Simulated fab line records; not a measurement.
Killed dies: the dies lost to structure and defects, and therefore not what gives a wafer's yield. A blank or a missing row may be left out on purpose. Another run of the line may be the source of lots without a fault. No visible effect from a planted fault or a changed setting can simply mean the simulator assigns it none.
Matching of chambers -- flow gf180mcu -- cmp-02 running GF_V3_CMP_26: 4 sister chambers
The step polishes, stops on SiO2, t overpolish 15 s, target thk 0 nm. 16 wafers are shown with their chamber, then 8 later ones without.

== WAFERS WITH THEIR CHAMBER ==
wafer,chamber,time_to_endpoint_s (s),motor_current_A (A),overpolish_run_s (s)
L568.1,1,79,14.0,15.004
L568.2,2,88,12.3,15.002
L568.6,2,84,13.2,15.004
L570.2,2,84,12.9,14.990
L570.4,1,74,12.6,15.014
L570.6,2,84,12.8,14.989
L573.3,2,83,12.3,15.010
L573.4,1,80,12.4,15.002
L573.5,2,82,11.9,14.993
L576.1,2,84,12.5,14.994
L576.2,3,86,11.1,14.993
L576.3,1,78,13.1,15.014
L582.2,1,80,12.5,14.995
L582.4,0,83,11.7,14.999
L582.5,3,88,11.5,15.001
L585.3,0,85,11.2,15.016

SIGNATURES (averages over the wafers above)
reading,chamber 0,chamber 1,chamber 2,chamber 3,scatter within a chamber
time_to_endpoint_s,84.00,78.20,84.14,87.00,2.03
motor_current_A,11.450,12.920,12.557,11.300,0.509
overpolish_run_s,15.00750,15.00580,14.99743,14.99700,0.00829
Rule: distance of a wafer from a chamber = root of the sum over the readings of ((wafer's reading minus chamber's mean) / reading's scatter) squared. If the next closest chamber is less than 2 further off than the closest, the wafer can't be placed; otherwise it belongs to the closest. How the scatter is found: for the shown wafers, subtract from each reading the mean of its chamber, square and add these, divide the total by (wafers less chambers), then take the root.

== WAFERS WITHOUT THEIR CHAMBER ==
wafer,time_to_endpoint_s (s),motor_current_A (A),overpolish_run_s (s)
L585.4,82,12.5,15.009
L585.5,84,10.6,15.012
L586.2,90,11.6,14.996
L586.4,87,12.7,14.995
L586.6,88,12.0,14.996
L587.1,80,11.3,15.014
L587.3,90,11.1,15.000
L587.4,87,12.8,14.999

== THE CHAMBER EACH PASSED THROUGH ==
wafer,from the rows above,in truth
L585.4,can't be placed: 2 or 1 or 0 or 3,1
L585.5,can't be placed: 0 or 3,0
L586.2,can't be placed: 3 or 0 or 2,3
L586.4,can't be placed: 2 or 3 or 0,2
L586.6,can't be placed: 3 or 2 or 0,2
L587.1,can't be placed: 0 or 1 or 2 or 3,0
L587.3,can't be placed: 3 or 0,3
L587.4,can't be placed: 2 or 3 or 0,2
Correct placement for 0 of the 8. Cannot be placed on the basis of these rows: 8; the candidates contain the true chamber in 8. 0 placed wrongly.
